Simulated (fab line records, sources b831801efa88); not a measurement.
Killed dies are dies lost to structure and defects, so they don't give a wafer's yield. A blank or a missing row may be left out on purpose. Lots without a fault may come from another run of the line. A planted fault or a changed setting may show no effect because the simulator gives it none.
Which tool did it? | flow sfq_line | 14 lots, 42 wafers sampled, at 1 step of a route of 325

WHAT THE GAUGES READ, wafer by wafer
The record holds no reading of a measuring or inspecting step that can be judged against a usual standard deviation.

WHICH TOOL RAN EACH LOT (tool, then ch and the chambers of the sampled wafers, then the start)
lot  | SFQ_TRILAYER_L0_ETCH_METAL_ETCH_008
L270 | rie_metal-04 ch 0,1, day 4 11:34
L271 | rie_metal-02 ch 0,1, day 4 17:34
L272 | rie_metal-03 ch 0,1, day 5 01:58
L273 | rie_metal-04 ch 1, day 5 10:34
L274 | rie_metal-04 ch 0, day 5 22:09
L277 | rie_metal-03 ch 0,1, day 6 13:47
L282 | rie_metal-02 ch 0,1, day 7 11:23
L284 | rie_metal-04 ch 0,1, day 7 22:11
L285 | rie_metal-04 ch 0,1, day 8 04:11
L286 | rie_metal-02 ch 0,1, day 8 13:31
L287 | rie_metal-02 ch 0,1, day 8 19:31
L288 | rie_metal-03 ch 0,1, day 9 03:55
L290 | rie_metal-02 ch 0,1, day 9 08:43
L292 | rie_metal-02 ch 0,1, day 9 11:34
- SFQ_TRILAYER_L0_ETCH_METAL_ETCH_008: etches MoNx KI in SF6/O2, stops on SiO2, target depth 50 nm, time 25 s.

WHAT THE TOOLS THEMSELVES READ (means of the sampled wafers that have a number; where no wafer has one, the mark that the record gives instead)
SFQ_TRILAYER_L0_ETCH_METAL_ETCH_008.
lot  | tool         | bias_w (W) | drypump_motor_current_A (A) | oes_product_au (a.u.) | rf_fwd_power_W (W)
L270 | rie_metal-04 | 80.18      | 5.9                         | 0.883                 | 591.0
L271 | rie_metal-02 | 80.38      | 5.3                         | 0.872                 | 592.1
L272 | rie_metal-03 | 79.94      | 6.3                         | 0.873                 | 596.0
L273 | rie_metal-04 | 80.14      | 6.0                         | 0.873                 | 590.6
L274 | rie_metal-04 | 80.26      | 5.8                         | 0.883                 | 595.7
L277 | rie_metal-03 | 79.98      | 6.1                         | 0.876                 | 593.3
L282 | rie_metal-02 | 79.97      | 5.3                         | 0.867                 | 593.6
L284 | rie_metal-04 | 79.79      | 5.9                         | 0.860                 | 559.9
L285 | rie_metal-04 | 80.00      | 5.9                         | 0.873                 | 528.2
L286 | rie_metal-02 | 80.19      | 5.3                         | 0.870                 | 589.6
L287 | rie_metal-02 | 79.90      | 5.3                         | 0.875                 | 594.8
L288 | rie_metal-03 | 79.72      | 6.3                         | 0.875                 | 594.7
L290 | rie_metal-02 | 80.07      | 5.2                         | 0.868                 | 590.0
L292 | rie_metal-02 | 80.05      | 5.1                         | 0.868                 | 591.5

THE ANSWER, worked out from the rows above alone
Rule: what is usual is taken from the lots themselves. Put in order of their means at a reading, lots are off if they are a third of the lots or fewer, leave a main group of 4 or more, and stand apart from it by a gap of 3 or more times the standard deviation of the main group's means; of several such gaps the widest counts. A main group whose means are all the same, to the digits that the tables above print for the reading, isn't used. A lot without any number at a reading at which 4 lots or more have one is off too. The other lots that the step has rows for count as sound. The gauges are gone through in route order, then the tools' own readings, and for those a lot's mean is taken as printed above. The first step at which some lot is off is used, and at that step the reading that is off furthest; a lot without a number counts as furthest.
Off: L284, L285, at SFQ_TRILAYER_L0_ETCH_METAL_ETCH_008 (rf_fwd_power_W). The main group: mean 592.7 W, standard deviation 2.1.
A tool fits if, at that step or a process step before it, it ran every lot that is off, and no sound lot after the first of them. One fits: rie_metal-04 at SFQ_TRILAYER_L0_ETCH_METAL_ETCH_008. Its last sound lot is L274 (day 5 22:09), its first lot that is off L284 (day 7 22:11): a fault that began between those two fits.
The tool's own readings at SFQ_TRILAYER_L0_ETCH_METAL_ETCH_008 bear it out: on the lots that are off they differ by more than 5 times the standard deviation of the sound lots' means. rf_fwd_power_W reads 544.0 W there against 592.7 W on the sound lots.

WHAT THE SIMULATOR HAD PUT IN
Process parameter drift: rie_metal-04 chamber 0, from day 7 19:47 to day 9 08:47, at SFQ_TRILAYER_L0_ETCH_METAL_ETCH_008. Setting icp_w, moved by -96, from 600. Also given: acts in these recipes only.
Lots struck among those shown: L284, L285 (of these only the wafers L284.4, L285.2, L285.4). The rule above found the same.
